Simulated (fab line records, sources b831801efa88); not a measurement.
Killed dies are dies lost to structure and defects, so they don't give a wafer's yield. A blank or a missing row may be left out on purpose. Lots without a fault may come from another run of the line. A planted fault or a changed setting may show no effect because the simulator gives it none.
Chamber matching | flow sky130 | SKY_VIA2_ETCH_15 on rie_diel-03: 4 sister chambers
The step etches SiO2 in C4F8/O2/Ar, stops on TiN, target depth 546 nm, time 84 s. 16 wafers are shown with their chamber, then 8 later ones without.

WAFERS WITH THEIR CHAMBER
wafer  | chamber | chamber_pressure_mTorr (mTorr) | oes_product_au (a.u.)
L075.1 | 2       | 40.06                          | 0.941
L075.4 | 3       | 40.03                          | 0.946
L075.5 | 3       | 39.96                          | 0.942
L079.1 | 3       | 40.00                          | 0.943
L079.3 | 0       | 40.02                          | 0.940
L079.4 | 1       | 40.02                          | 0.939
L080.2 | 3       | 40.01                          | 0.952
L080.3 | 0       | 40.04                          | 0.938
L080.6 | 3       | 39.94                          | 0.941
L083.2 | 1       | 40.00                          | 0.942
L083.3 | 0       | 39.98                          | 0.939
L083.4 | 0       | 40.02                          | 0.940
L088.3 | 0       | 39.97                          | 0.939
L088.4 | 3       | 40.01                          | 0.941
L088.6 | 3       | 39.97                          | 0.946
L090.2 | 3       | 40.02                          | 0.939

SIGNATURES (means of the wafers above)
reading                | chamber 0 | chamber 1 | chamber 2 | chamber 3 | scatter within a chamber
chamber_pressure_mTorr | 40.0060   | 40.0100   | 40.0600   | 39.9925   | 0.0301
oes_product_au         | 0.93920   | 0.94050   | 0.94100   | 0.94375   | 0.00325
Rule: a wafer's distance from a chamber is the root of the sum, over the readings, of the square of ((its reading less the chamber's mean) divided by the reading's scatter). The wafer belongs to the nearest chamber; if the next one is less than 2 further off, it can't be placed. The scatter: the root of (the sum of the squares of (reading less its chamber's mean) over the shown wafers, divided by (wafers less chambers)).

WAFERS WITHOUT THEIR CHAMBER
wafer  | chamber_pressure_mTorr (mTorr) | oes_product_au (a.u.)
L090.4 | 40.00                          | 0.940
L090.5 | 40.02                          | 0.941
L093.1 | 39.96                          | 0.943
L093.2 | 40.04                          | 0.938
L093.3 | 40.02                          | 0.946
L097.2 | 39.98                          | 0.932
L097.4 | 40.02                          | 0.931
L097.5 | 39.99                          | 0.939

WHICH CHAMBER EACH WENT THROUGH
wafer  | from the rows above               | in truth
L090.4 | can't be placed: 0 or 1 or 3 or 2 | 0
L090.5 | can't be placed: 1 or 0 or 3 or 2 | 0
L093.1 | can't be placed: 3 or 1 or 0      | 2
L093.2 | can't be placed: 2 or 0 or 1 or 3 | 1
L093.3 | can't be placed: 3 or 1 or 2 or 0 | 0
L097.2 | can't be placed: 0 or 1 or 3 or 2 | 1
L097.4 | can't be placed: 0 or 1 or 2 or 3 | 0
L097.5 | can't be placed: 0 or 1 or 3 or 2 | 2
Placed correctly: 0 of 8. Can't be placed from these rows: 8 (the true chamber is among the candidates in 7). Placed wrongly: 0.
